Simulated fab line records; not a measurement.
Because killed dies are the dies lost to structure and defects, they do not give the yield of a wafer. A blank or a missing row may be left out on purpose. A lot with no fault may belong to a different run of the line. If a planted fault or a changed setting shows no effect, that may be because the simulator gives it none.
Which tool was responsible? ; flow sky130 ; 36 wafers from 12 lots sampled at 2 of the route's 708 steps

== WHAT EACH GAUGE READ, for each wafer ==
SKY_CONTACT_THK_MEAS_26: measures by xrf. Usual: for CONTACT_W_THK the level is 336 nm and the standard deviation is 4.7.
lot;measured;on;CONTACT_W_THK (nm);flag
L831;day 31 04:01;film metro-03;332 334 330;
L834;day 32 22:22;film metro-04;338 336 338;
L835;day 34 07:06;film metro-03;344 341 346;
L836;day 34 08:34;film metro-03;342 339 342;
L837;day 34 16:58;film metro-04;345 346 345;
L840;day 35 03:21;film metro-04;325 330 328;
L846;day 37 09:09;film metro-02;340 339 337;
L849;day 37 20:07;film metro-02;335 339 332;
L850;day 38 04:01;film metro-02;330 334 338;
L851;day 38 05:55;film metro-02;337 342 339;
L852;day 38 19:29;film metro-04;338 340 345;
L854;day 38 23:07;film metro-02;336 334 333;

== EACH LOT AND THE TOOL THAT RAN IT (in order: tool; ch and the chambers of the sampled wafers; start) ==
lot;SKY_CONTACT_CVD_24
L831;cvd w-01 ch 0,1, day 31 03:47
L834;cvd w-02 ch 0,1, day 32 22:09
L835;cvd w-01 ch 0,1, day 34 06:52
L836;cvd w-02 ch 0,1, day 34 08:20
L837;cvd w-01 ch 1, day 34 16:44
L840;cvd w-02 ch 0,1, day 35 03:07
L846;cvd w-01 ch 0,1, day 37 08:55
L849;cvd w-01 ch 0,1, day 37 19:53
L850;cvd w-01 ch 0,1, day 38 03:47
L851;cvd w-02 ch 0,1, day 38 05:41
L852;cvd w-01 ch 0,1, day 38 19:16
L854;cvd w-01 ch 0,1, day 38 22:53
- SKY_CONTACT_CVD_24: deposits W, target thk 340 nm, time 102.12 s.

== WHAT THE TOOLS THEMSELVES READ (means of the sampled wafers that have a number; where no wafer has one, the mark that the record gives instead) ==
SKY_CONTACT_CVD_24. Usual: heater power w at 873 W, with a standard deviation of 55.
lot;tool;heater power w (W);flag
L831;cvd w-01;832;
L834;cvd w-02;886;
L835;cvd w-01;837;
L836;cvd w-02;909;
L837;cvd w-01;918;
L840;cvd w-02;909;
L846;cvd w-01;836;
L849;cvd w-01;887;
L850;cvd w-01;892;
L851;cvd w-02;915;
L852;cvd w-01;843;
L854;cvd w-01;885;

== THE ANSWER, worked out from the rows above alone ==
Rule: a lot counts as off when the mean over its wafers that have a number is more than 3 standard deviations away from the usual mean. A lot without any number at a reading at which 4 lots or more have one is off too. All remaining lots with rows at the step are treated as sound. The gauges are gone through in route order, then the tools' own readings, and for those a lot's mean is taken as printed above. The first step at which some lot is off is used, and at that step the reading that is off furthest; a lot without a number counts as furthest.
Across all readings shown, no lot is off: no conclusion can be drawn from this.

== WHAT THE SIMULATOR HAD PUT IN ==
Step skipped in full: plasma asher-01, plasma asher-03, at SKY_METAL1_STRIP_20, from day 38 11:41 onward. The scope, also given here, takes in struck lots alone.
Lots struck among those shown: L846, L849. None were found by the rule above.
